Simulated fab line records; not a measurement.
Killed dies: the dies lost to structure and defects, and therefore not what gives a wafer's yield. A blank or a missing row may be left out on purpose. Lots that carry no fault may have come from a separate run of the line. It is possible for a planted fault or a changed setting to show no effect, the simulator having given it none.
Which tool did it?	flow gf180mcu	13 lots, 39 wafers sampled, at 2 steps of a route of 602

## WHAT THE GAUGES READ, wafer by wafer
GF_V4_CD_MEAS_14: target cd 260 nm.
lot	measured	on	cdNm (nm)
L791	day 24 14:27	cdSem-02	261.1 260.0 260.3
L792	day 24 20:53	cdSem-01	261.7 261.6 261.6
L793	day 25 09:04	cdSem-01	259.3 258.6 259.6
L797	day 26 21:05	cdSem-01	260.7 260.2 260.5
L802	day 28 13:49	cdSem-01	261.8 261.8 260.4
L804	day 29 05:05	cdSem-02	261.3 262.7 261.0
L806	day 29 17:56	cdSem-01	257.9 259.6 259.1
L808	day 30 03:44	cdSem-01	260.6 260.9 261.2
L809	day 30 05:47	cdSem-02	259.1 260.2 260.2
L810	day 30 18:17	cdSem-01	258.9 259.4 259.0
L811	day 30 20:31	cdSem-02	260.0 259.7 258.1
L812	day 31 00:45	cdSem-01	261.8 259.2 260.3
L813	day 31 06:45	cdSem-01	258.0 258.7 259.1

## WHICH TOOL RAN EACH LOT (tool, then ch and the chambers of the sampled wafers, then the start)
lot	GF_V4_CMP_04
L791	cmp-02 ch 0,2,3, day 23 15:42
L792	cmp-01 ch 0,1,3, day 23 22:31
L793	cmp-02 ch 0,1,2, day 24 10:47
L797	cmp-01 ch 0,1,3, day 26 01:22
L802	cmp-02 ch 0,1,3, day 27 17:53
L804	cmp-02 ch 1,2,3, day 28 09:19
L806	cmp-01 ch 1,3, day 28 22:52
L808	cmp-02 ch 1,3, day 29 08:29
L809	cmp-01 ch 0,1,3, day 29 11:17
L810	cmp-02 ch 1,2, day 29 23:56
L811	cmp-01 ch 0,1,2, day 30 02:16
L812	cmp-01 ch 0,3, day 30 06:04
L813	cmp-01 ch 0,2, day 30 12:26
- GF_V4_CMP_04: polishes SiO2.

## AS READ BY THE TOOLS THEMSELVES (means over the sampled wafers that have a number; for cases with no such wafer, the mark the record gives instead)
GF_V4_CMP_04.
lot	tool	edgeZonePressureFrac	motorCurrentA (A)	slurryFlowMlMin	timeToEndpointS (s)
L791	cmp-02	0.999	13.5	150.1	82
L792	cmp-01	1.009	11.9	149.7	78
L793	cmp-02	0.997	13.3	150.5	84
L797	cmp-01	1.000	12.0	150.3	81
L802	cmp-02	1.000	13.7	149.8	80
L804	cmp-02	1.004	13.0	149.9	83
L806	cmp-01	0.997	12.2	149.5	83
L808	cmp-02	1.000	13.7	149.7	79
L809	cmp-01	0.996	12.0	149.4	84
L810	cmp-02	1.001	13.3	149.8	82
L811	cmp-01	1.004	11.4	149.9	79
L812	cmp-01	1.001	11.8	149.7	87
L813	cmp-01	1.000	11.4	150.3	85

## THE ANSWER, worked out from the rows above alone
Rule: the usual values come from the lots themselves. The widest of any qualifying gaps counts: lots, ordered by their means at a reading, are off when they make up no more than a third of the lots, leave a main group of 4 or more, and stand apart from it by 3 or more times the standard deviation of that group's means. A main group is skipped when, at the precision printed for the reading in the tables above, its means are all equal. Also off: a lot with no number at a reading for which 4 or more lots have one. All remaining lots with rows at the step are treated as sound. The gauges are gone through in route order, then the tools' own readings, and for those a lot's mean is taken as printed above. The first step at which some lot is off is used, and at that step the reading that is off furthest; a lot without a number counts as furthest.
No lot is off on any of the readings shown, so nothing can be concluded from this.

## WHAT HAD BEEN PUT IN BY THE SIMULATOR
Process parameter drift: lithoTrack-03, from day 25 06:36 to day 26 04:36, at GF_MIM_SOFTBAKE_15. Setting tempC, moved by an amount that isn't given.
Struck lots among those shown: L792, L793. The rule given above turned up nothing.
